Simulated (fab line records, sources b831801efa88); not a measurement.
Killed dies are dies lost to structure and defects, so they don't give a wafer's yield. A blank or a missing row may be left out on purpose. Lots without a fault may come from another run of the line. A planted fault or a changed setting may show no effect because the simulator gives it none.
fab line records | flow sky130
record lots=15 wafers=45 last_day=50
route steps=708 shown CAP2M@616 METAL4@632 VIA4@641
lots that met no fault: from a run of the same line without faults
start_h: hours from the record's first day to the start of the lot's first wafer shown | wait_h: hours since the lot's step before | " the same as in the row above | L1.1+2: a row that stands for several wafers | - no value, or no start given | * or withheld: withheld | < > ~ a bound
route shown NAME@n: a module of which the file shows steps, and the number in the route of the first | usual: mean/standard deviation of fault-free wafers | same: alike in all rows | chamber/n: place in a boat | sites: the reading at each site | _std_site: their standard deviation | _edge_site: outer sites' mean less inner sites' | radius_mm: how far each site lies from the wafer's centre | mask NAME#n: copy n | behind: the tool/chamber that last shaped the wafer | hold: why the lot was held/for how many hours/how that ended | device: the transistor (n, p or np) that didn't switch | end of line: the same wafers' tests at the end of the route | a step without rows: its recipe alone | killed: dies lost to structure and defects at the first sort, not the wafer's yield | map: a wafer's dies, x killed, . not, _ none there
set.NAME: the setting as run; set.NAME@STEP: as run at that earlier step | model.NAME: the simulator's own value behind a step, which no gauge read
steps of the route over a sample of lots; a table a step, a row a wafer
services: from which hour (start_h, from the record's first day; less than 0 if before it) a tool's chamber was out of use, for how many hours, and why
## steps
# step SKY_CAP2M_METAL_ETCH_13
# recipe target_depth_nm=220 stop_on=SiO2 chemistry=Cl2/BCl3 target=TiN pressure_mtorr=10 icp_w=900 bias_w=48.5 Cl2_flow_sccm=60 bcl3_flow_sccm=30 time_s=62.9
# usual drypump_motor_current_A=5.76/0.22 oes_product_au=0.943/0.007 throttle_valve_pct=21.900/0.0097
# columns lot.wafer tool chamber start_h wait_h drypump_motor_current_A oes_product_au rf_hours_counter_h throttle_valve_pct
L572.3 rie_metal-03 1 955.71 0.0 5.70 0.933 - 21.901
L572.4 " 0 " " 5.98 0.934 - 21.909
L572.6 " 0 " " 5.96 0.935 - 21.905
L573.1 rie_metal-04 0 963.84 0.0 5.18 0.944 18 21.891
L573.3 " 0 " " 5.18 0.941 - 21.906
L573.6 " 1 " " 5.78 0.936 - 21.892
L574.1 rie_metal-04 1 983.48 0.0 5.82 0.942 15 21.899
L574.3 " 1 " " 5.80 0.943 - 21.910
L574.5 " 1 " " 5.83 0.937 - 21.899
L575.1 rie_metal-03 1 999.59 0.0 5.71 0.940 15 21.902
L575.5 " 1 " " 5.71 0.949 - 21.895
L575.6 " 0 " " 5.99 0.939 - 21.896
L577.1 rie_metal-02 1 1004.23 0.0 5.89 0.950 11 21.896
L577.3 " 1 " " 5.90 0.948 - 21.894
L577.6 " 0 " " 5.77 0.946 - 21.902
L578.2 rie_metal-04 0 1011.19 0.0 5.17 0.935 20 21.909
L578.4 " 0 " " 5.19 0.939 - 21.912
L578.6 " 0 " " 5.19 0.940 - 21.907
L580.1 rie_metal-03 1 1030.19 0.0 5.71 0.931 17 21.916
L580.3 " 0 " " 5.97 0.944 - 21.900
L580.6 " 0 " " 5.97 0.948 - 21.901
L581.2 rie_metal-02 1 1030.24 0.0 5.86 0.936 14 21.912
L581.4 " 0 " " 5.76 0.936 - 21.902
L581.5 " 0 " " 5.78 0.952 - 21.904
L583.3 rie_metal-03 0 1049.86 0.0 5.96 0.946 - 21.901
L583.4 " 1 " " 5.69 0.939 - 21.913
L583.6 " 1 " " 5.69 0.947 - 21.899
L588.2 rie_metal-02 0 1070.39 0.0 5.79 0.943 24 21.902
L588.3 " 0 " " 5.80 0.948 - 21.898
L588.5 " 0 " " 5.77 0.949 - 21.897
L589.1 rie_metal-02 0 1074.89 0.0 5.79 0.945 24 21.897
L589.5 " 0 " " 5.79 0.943 - 21.893
L589.6 " 1 " " 5.92 0.949 - 21.894
L590.1 rie_metal-03 1 1076.93 0.0 5.71 0.950 19 21.891
L590.4 " 1 " " 5.71 0.939 - 21.901
L590.5 " 0 " " 5.98 0.943 - 21.899
L592.1 rie_metal-02 1 1096.19 0.0 5.94 0.942 18 21.894
L592.3 " 1 " " 5.91 0.943 - 21.908
L592.6 " 0 " " 5.75 0.938 - 21.910
L593.3 rie_metal-03 0 1100.01 0.0 5.98 0.935 - 21.907
L593.4 " 1 " " 5.72 0.951 - 21.903
L593.6 " 0 " " 5.97 0.947 - 21.897
L594.4 rie_metal-03 0 1108.22 0.0 5.97 0.949 - 21.894
L594.5 " 1 " " 5.71 0.966 - 21.866
L594.6 " 0 " " 5.96 0.942 - 21.900
# step SKY_METAL4_ETCH_16
# recipe chemistry=N2/H2 target=BARC ion_energy_ev=200 bias_w=100 pressure_mtorr=30 n2_flow_sccm=100 h2_flow_sccm=200 icp_w=500 stop_on=SiO2 time_s=88.2 target_depth_a=600
# usual drypump_motor_current_A=5.6/0.42 oes_product_au=0.626/0.0042 throttle_valve_pct=13.204/0.0081
# columns lot.wafer tool chamber start_h wait_h drypump_motor_current_A oes_product_au rf_hours_counter_h throttle_valve_pct
L572.3 rie_metal-04 1 980.06 0.0 5.8 0.630 - 13.210
L572.4 " 0 " " 5.2 0.631 - 13.194
L572.6 " 0 " " 5.2 0.632 - 13.213
L573.1 rie_metal-02 1 987.88 0.0 5.9 0.624 11 13.205
L573.3 " 1 " " 5.9 0.622 - 13.210
L573.6 " 1 " " 6.0 0.625 - 13.211
L574.1 rie_metal-02 0 1007.08 0.0 5.8 0.632 19 13.201
L574.3 " 1 " " 5.9 0.621 - 13.203
L574.5 " 1 " " 5.9 0.624 - 13.203
L575.1 rie_metal-02 0 1023.03 0.0 5.8 0.626 20 13.207
L575.5 " 0 " " 5.8 0.629 - 13.212
L575.6 " 1 " " 5.9 0.628 - 13.223
L577.1 rie_metal-01 1 1028.48 0.1 4.7 0.630 19 13.196
L577.3 " 1 " " 4.7 0.619 - 13.207
L577.6 " 1 " " 4.7 0.621 - 13.203
L578.2 rie_metal-02 0 1034.83 0.0 5.8 0.627 22 13.210
L578.4 " 0 " " 5.8 0.629 - 13.209
L578.6 " 0 " " 5.8 0.623 - 13.204
L580.1 rie_metal-04 1 1053.06 0.1 5.8 0.630 18 13.208
L580.3 " 1 " " 5.8 0.629 - 13.200
L580.6 " 1 " " 5.8 0.628 - 13.200
L581.2 rie_metal-01 1 1053.60 0.0 4.7 0.620 22 13.202
L581.4 " 0 " " 5.9 0.632 - 13.198
L581.5 " 0 " " 5.9 0.633 - 13.196
L583.3 rie_metal-04 0 1071.88 0.0 5.2 0.624 - 13.193
L583.4 " 1 " " 5.8 0.623 - 13.202
L583.6 " 0 " " 5.2 0.624 - 13.208
L588.2 rie_metal-02 1 1092.92 0.0 5.9 0.628 18 13.196
L588.3 " 0 " " 5.8 0.629 - 13.221
L588.5 " 1 " " 5.9 0.629 - 13.205
L589.1 rie_metal-04 0 1096.26 0.0 5.2 0.625 2 13.215
L589.5 " 1 " " 5.8 0.627 - 13.209
L589.6 " 0 " " 5.2 0.626 - 13.210
L590.1 rie_metal-02 1 1098.53 0.0 5.9 0.627 18 13.210
L590.4 " 1 " " 5.9 0.625 - 13.214
L590.5 " 1 " " 5.9 0.628 - 13.204
L592.1 rie_metal-02 0 1117.05 0.0 5.7 0.622 27 13.204
L592.3 " 1 " " 5.9 0.629 - 13.196
L592.6 " 0 " " 5.8 0.629 - 13.212
L593.3 rie_metal-02 1 1121.36 0.0 5.9 0.620 - 13.215
L593.4 " 0 " " 5.8 0.625 - 13.199
L593.6 " 1 " " 5.9 0.619 - 13.219
L594.4 rie_metal-04 0 1128.71 0.0 5.2 0.627 - 13.205
L594.5 " 0 " " 5.2 0.631 - 13.203
L594.6 " 1 " " 5.8 0.629 - 13.210
# step SKY_VIA4_CMP_02
# recipe material=SiO2 down_force_psi=4 platen_rpm=60 pad_velocity_m_s=0.94248
# usual motor_current_A=12.3/1
# columns lot.wafer tool chamber start_h wait_h motor_current_A
L572.3 cmp-01 3 981.47 0.3 9.9
L572.4 " 0 " " 12.5
L572.6 " 3 " " 10.2
L573.1 cmp-01 2 989.04 0.1 13.4
L573.3 " 1 " " 12.6
L573.6 " 2 " " 13.6
L574.1 cmp-01 3 1008.39 0.1 10.5
L574.3 " 0 " " 11.5
L574.5 " 1 " " 12.6
L575.1 cmp-02 0 1024.23 0.1 13.0
L575.6 " 3 " " 12.2
L575.5 " 0 " " 12.2
L577.1 cmp-01 2 1029.76 0.1 12.9
L577.3 " 3 " " 10.7
L577.6 " 1 " " 12.0
L578.4 cmp-02 2 1036.17 0.0 13.2
L578.2 " 1 " " 11.9
L578.6 " 2 " " 13.9
L580.1 cmp-01 1 1054.28 0.1 11.4
L580.3 " 3 " " 10.2
L580.6 " 1 " " 11.2
L581.4 cmp-02 3 1054.90 0.0 12.1
L581.2 " 2 " " 13.1
L581.5 " 3 " " 12.0
L583.3 cmp-02 1 1073.54 0.6 11.7
L583.4 " 2 " " 13.6
L583.6 " 0 " " 12.9
L588.3 cmp-01 1 1094.09 0.1 11.9
L588.2 " 2 " " 13.9
L588.5 " 1 " " 11.3
L589.1 cmp-02 2 1097.40 0.1 13.0
L589.6 " 2 " " 14.2
L589.5 " 3 " " 11.6
L590.4 cmp-01 2 1099.70 0.1 14.5
L590.1 " 0 " " 12.1
L590.5 " 1 " " 11.9
L592.1 cmp-01 3 1118.39 0.1 10.9
L592.3 " 0 " " 12.5
L592.6 " 2 " " 14.1
L593.3 cmp-02 2 1122.51 0.0 12.7
L593.4 " 3 " " 11.7
L593.6 " 3 " " 12.1
L594.4 cmp-01 3 1129.80 0.0 10.5
L594.5 " 3 " " 10.7
L594.6 " 0 " " 12.0
# step SKY_VIA4_EXPOSE_08
# recipe mask_id=VIM4 na=0.6 source_shape=conventional sigma_outer=0.6 polarization=unpolarized target_cd_nm=800 dose_mj=132
# usual exposure_dose_mJ_cm2=132.02/0.13 focus_offset_nm=0.0/0.52
# columns lot.wafer tool chamber start_h wait_h mask exposure_dose_mJ_cm2 focus_offset_nm
L572.3 iline_stepper-01 0 993.55 - VIM4#0 132.05 0.6
L572.4 " 0 " " VIM4#0 132.08 0.9
L572.6 " 0 " " VIM4#0 132.01 1.2
L573.1 iline_stepper-01 0 1001.39 - VIM4#0 132.12 -0.4
L573.3 " 0 " " VIM4#0 132.08 0.2
L573.6 " 0 " " VIM4#0 131.99 -0.3
L574.1 iline_stepper-02 0 1020.73 - VIM4#0 132.00 -0.8
L574.3 " 0 " " VIM4#0 132.11 -0.2
L574.5 " 0 " " VIM4#0 132.04 0.0
L575.1 iline_stepper-01 0 1035.21 - VIM4#0 131.83 -1.0
L575.5 " 0 " " VIM4#0 132.10 0.5
L575.6 " 0 " " VIM4#0 132.00 -1.0
L577.1 iline_stepper-02 0 1041.00 - VIM4#0 132.04 -0.3
L577.3 " 0 " " VIM4#0 132.11 0.1
L577.6 " 0 " " VIM4#0 132.02 0.2
L578.2 iline_stepper-02 0 1048.07 - VIM4#0 132.03 -0.4
L578.4 " 0 " " VIM4#0 131.99 0.0
L578.6 " 0 " " VIM4#0 132.23 -0.8
L580.1 iline_stepper-01 0 1065.62 - VIM4#0 132.26 -0.5
L580.3 " 0 " " VIM4#0 132.11 0.0
L580.6 " 0 " " VIM4#0 131.97 -0.3
L581.2 iline_stepper-02 0 1066.45 - VIM4#0 132.06 0.8
L581.4 " 0 " " VIM4#0 132.22 0.6
L581.5 " 0 " " VIM4#0 132.29 -0.2
L583.3 iline_stepper-01 0 1083.92 - VIM4#0 132.04 0.7
L583.4 " 0 " " VIM4#0 132.12 0.1
L583.6 " 0 " " VIM4#0 132.15 0.2
L588.2 iline_stepper-01 - 1103.41 - VIM4#0 - -
L588.3 " - " " VIM4#0 - -
L588.5 " - " " VIM4#0 - -
L589.1 iline_stepper-02 - 1107.98 - VIM4#0 - -
L589.5 " - " " VIM4#0 - -
L589.6 " - " " VIM4#0 - -
L590.1 iline_stepper-01 - 1110.33 - VIM4#0 - -
L590.4 " - " " VIM4#0 - -
L590.5 " - " " VIM4#0 - -
L592.1 iline_stepper-01 0 1128.31 - VIM4#0 132.01 -0.3
L592.3 " 0 " " VIM4#0 131.87 0.2
L592.6 " 0 " " VIM4#0 131.87 -0.2
L593.3 iline_stepper-02 0 1132.47 - VIM4#0 132.05 -1.1
L593.4 " 0 " " VIM4#0 131.90 0.1
L593.6 " 0 " " VIM4#0 132.06 -0.2
L594.4 iline_stepper-01 0 1140.29 - VIM4#0 132.23 0.5
L594.5 " 0 " " VIM4#0 132.01 -0.5
L594.6 " 0 " " VIM4#0 132.05 -0.3
## services
# columns tool chamber start_h hours kind
iline_stepper-01 0 934.01 - calibration
rie_metal-01 1 960.72 5.6 repair
cmp-01 - 961.76 6.2 pm
iline_stepper-02 - 972.47 1.7 pm
iline_stepper-02 - 976.15 2.1 pm
cmp-02 - 976.88 5.7 repair
iline_stepper-02 - 980.07 1.1 repair
iline_stepper-02 - 986.38 4.4 pm
iline_stepper-02 - 990.82 8.9 pm
rie_metal-02 1 1000.36 3.1 repair
iline_stepper-01 - 1011.00 1.3 repair
cmp-02 - 1017.01 0.7 repair
rie_metal-01 0 1023.95 11.3 repair
rie_metal-04 - 1024.06 14.6 pm
iline_stepper-01 - 1077.23 2.1 pm
iline_stepper-01 - 1079.32 - consumable_replace:lamp
cmp-01 - 1084.00 4.0 pm
rie_metal-04 - 1086.72 2.5 repair
rie_metal-03 - 1087.41 4.3 pm
cmp-01 - 1088.00 - consumable_replace:conditioner
cmp-01 - 1089.23 0.4 repair
cmp-01 - 1089.23 3.3 repair
rie_metal-04 0 1098.69 23.7 repair
iline_stepper-01 - 1106.31 1.7 pm
## key
first_sign step=SKY_VIA4_EXPOSE_08 reading=tool_record direction=missing
effect none on later readings
met_at SKY_VIA4_EXPOSE_08
struck_lots L588,L589,L590
later_rows_left_out L588.2,L588.3,L588.5,L589.1,L589.5,L589.6,L590.1,L590.4,L590.5
sort_left_out L588.2,L588.3,L588.5,L589.1,L589.5,L589.6,L590.1,L590.4,L590.5
not_acting_at SKY_CAP2M_METAL_ETCH_13,SKY_METAL4_ETCH_16,SKY_VIA4_CMP_02
onset_between 1083.92 1103.41
fault kind=skipped_step_whole tool=iline_stepper-01,iline_stepper-02 chamber=- onset_h=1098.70 steps=SKY_VIA4_EXPOSE_08 scope=struck_lots_only
# sort_left_out: the simulated sort isn't trusted on such a fault, so these wafers' sort isn't shown, and their yield isn't known
# later_rows_left_out: the simulator's readings of these wafers behind a module that went badly wrong aren't trusted and aren't shown, but for the sort
